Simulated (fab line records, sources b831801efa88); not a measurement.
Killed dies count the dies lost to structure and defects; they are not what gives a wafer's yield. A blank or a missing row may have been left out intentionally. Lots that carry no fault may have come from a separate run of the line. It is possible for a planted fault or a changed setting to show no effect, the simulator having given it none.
A struck lot beside a sound one + flow sky130 + 35 steps out of a route of 708
Sound: wafers L923.3, L923.5, L923.6. Struck: wafer L939.3 (left out: L939.2, L939.5 of the same lot, which were not struck); the cause appears at the end.
Order at every step that has rows: each side's tool, ch and its chambers, its first start. Under that, the readings that differ: sound wafers + struck wafers + difference of the means + sigmas: that difference in standard deviations of wafers without a fault.
alike: readings with means less than 2 such deviations apart, plus words and numbers identical on both sides. not compared: withheld readings, readings lacking a value on some wafer, bounds such as >300 that could conceal the same value, and numbers that have no deviation in the record and whose values overlap.
Wherever a step has rows on one side only, a row that says differs or no value, or a row with sigmas, the two part there. When numbers do not overlap yet have no deviation, they are printed without sigmas and do not part them. A reading missing from all wafers of one side parts the sides only when that side holds two or more wafers.

first, 5 steps without rows for these wafers: SKY_METAL5_SOFTBAKE_10 (time 60 s); SKY_METAL5_EXPOSE_11 (exposes mask MM5, target cd 1600 nm); SKY_METAL5_PEB_12; SKY_METAL5_DEVELOP_13 (develop time 60 s); SKY_METAL5_DESCUM_14 (chemistry O2, time 11 s).
SKY_METAL5_METAL_ETCH_15: etches the open film in Cl2/BCl3, stops on SiO2, target depth 1260 nm, time 252 s.
  sound on rie metal-03 ch 0,1, day 46 03:13; struck on rie metal-02 ch 0, day 49 18:30
  alike: bcl3 flow sccm, drypump motor current A, mfc cl2 sccm, oes product au, throttle valve pct
  not compared: rf hours counter h
SKY_METAL5_STRIP_16: strips in O2/N2.
  sound on plasma asher-02 ch 0,1, day 46 03:25; struck on plasma asher-03 ch 0, day 49 18:44
  alike: drypump motor current A, oes product au, strip time to endpoint s
  not compared: rf hours counter h
then, 3 steps without rows for these wafers: SKY_METAL5_STRIP_17 (strips in post etch residue remover, time 1200 s); SKY_METAL5_CLEAN_18 (cleans in IPA, time 180 s); SKY_METAL5_CLEAN_19 (cleans in O3/DIW).
SKY_PASSIVATION_CVD_00: deposits SiO2, target thk 90 nm.
  sound on pecvd-02 ch 0,1,2, day 46 03:58; struck on pecvd-04 ch 0, day 49 19:19
  alike: heater power w
SKY_PASSIVATION_THK_MEAS_01:
  sound: film metro-04 at day 46 04:01; struck: film metro-03 at day 49 19:21
  alike: PASSIVATION_CVD_00_THK
SKY_PASSIVATION_CVD_02: deposits Si3N4, target thk 540 nm.
  sound on pecvd-01 ch 0,2, day 46 04:03; struck on pecvd-02 ch 0, day 49 19:24
| reading                                       | sound           | struck | difference | sigmas |
|-----------------------------------------------|-----------------|--------|------------|--------|
| model.Si3N4_of_PASSIVATION_CVD_02.thk nm (nm) | 542 553.2 554.3 | 586    | +36        |        |
  alike: heater power w
SKY_PASSIVATION_THK_MEAS_03:
  sound: film metro-01 at day 46 04:18; struck: film metro-03 at day 49 19:38
| reading                     | sound       | struck | difference | sigmas |
|-----------------------------|-------------|--------|------------|--------|
| PASSIVATION_CVD_02_THK (nm) | 542 553 555 | 586    | +36        | +4     |
then, 7 steps without rows for these wafers: SKY_PASSIVATION_DEHYDRATE_04 (time 60 s); SKY_PASSIVATION_HMDS_05 (prime time 60 s); SKY_PASSIVATION_COAT_06 (resist thk 3000 nm); SKY_PASSIVATION_SOFTBAKE_07; SKY_PASSIVATION_EXPOSE_08 (exposes mask NSM, target cd 3000 nm); SKY_PASSIVATION_PEB_09; SKY_PASSIVATION_DEVELOP_10 (develop time 60 s).
SKY_PASSIVATION_ETCH_11: etches the open film in CF4/O2, stops on AlCu, target depth 725 nm, time 161.1 s.
  sound on rie diel-04 ch 2,3, day 47 01:46; struck on rie diel-03 ch 0, day 50 12:58
  alike: drypump motor current A, oes product au, throttle valve pct
  not compared: rf hours counter h, model.PASSIVATION.feature depth nm, model.etch.depth nm
SKY_PASSIVATION_STRIP_12: strips in O2/N2.
  sound on plasma asher-01 ch 0,1, day 47 01:55; struck on plasma asher-01 ch 0, day 50 13:05
  alike: drypump motor current A, oes product au, strip time to endpoint s
  not compared: rf hours counter h
then, 7 steps without rows for these wafers: SKY_PAD_OPEN_DEHYDRATE_00 (time 61.29 s); SKY_PAD_OPEN_HMDS_01 (prime time 60 s); SKY_PAD_OPEN_COAT_02 (resist thk 3000 nm); SKY_PAD_OPEN_SOFTBAKE_03; SKY_PAD_OPEN_EXPOSE_04 (exposes mask PDM, target cd 60000 nm); SKY_PAD_OPEN_PEB_05; SKY_PAD_OPEN_DEVELOP_06 (develop time 60 s).
SKY_PAD_OPEN_ETCH_07: etches the open film in CF4/O2, stops on AlCu, target depth 725 nm, time 155.5 s.
  sound on rie diel-04 ch 2,3, day 47 22:07; struck on rie diel-01 ch 2, day 51 05:04
| reading               | sound             | struck | difference | sigmas |
|-----------------------|-------------------|--------|------------|--------|
| oes product au (a.u.) | 0.990 0.993 0.994 | 1.009  | +0.017     | +2     |
  alike: drypump motor current A, throttle valve pct
  not compared: rf hours counter h
then, 1 step without rows for these wafers: SKY_PAD_OPEN_STRIP_08 (strips in O2/N2).
SKY_PAD_OPEN_STRIP_09: strips in post etch residue remover, time 1200 s.
  sound on wet bench-01 ch 0, day 47 22:20; struck on wet bench-03 ch 0, day 51 05:16
| reading                                       | sound             | struck | difference | sigmas |
|-----------------------------------------------|-------------------|--------|------------|--------|
| model.Si3N4_of_PASSIVATION_CVD_02.thk nm (nm) | 541.7 552.8 553.9 | 585.7  | +36.2      |        |
then, 1 step without rows for these wafers: SKY_PAD_OPEN_CLEAN_10 (cleans in IPA, time 180 s).
SKY_PAD_OPEN_PROBE_99:
  rows exist in the record for the sound wafers here (prober-02, day 48 00:32), none for the struck ones

== WHERE THEY PART ==
Earliest at SKY_PASSIVATION_THK_MEAS_03; latest, in this record, at SKY_PAD_OPEN_PROBE_99.

WHY: what the simulator had put in
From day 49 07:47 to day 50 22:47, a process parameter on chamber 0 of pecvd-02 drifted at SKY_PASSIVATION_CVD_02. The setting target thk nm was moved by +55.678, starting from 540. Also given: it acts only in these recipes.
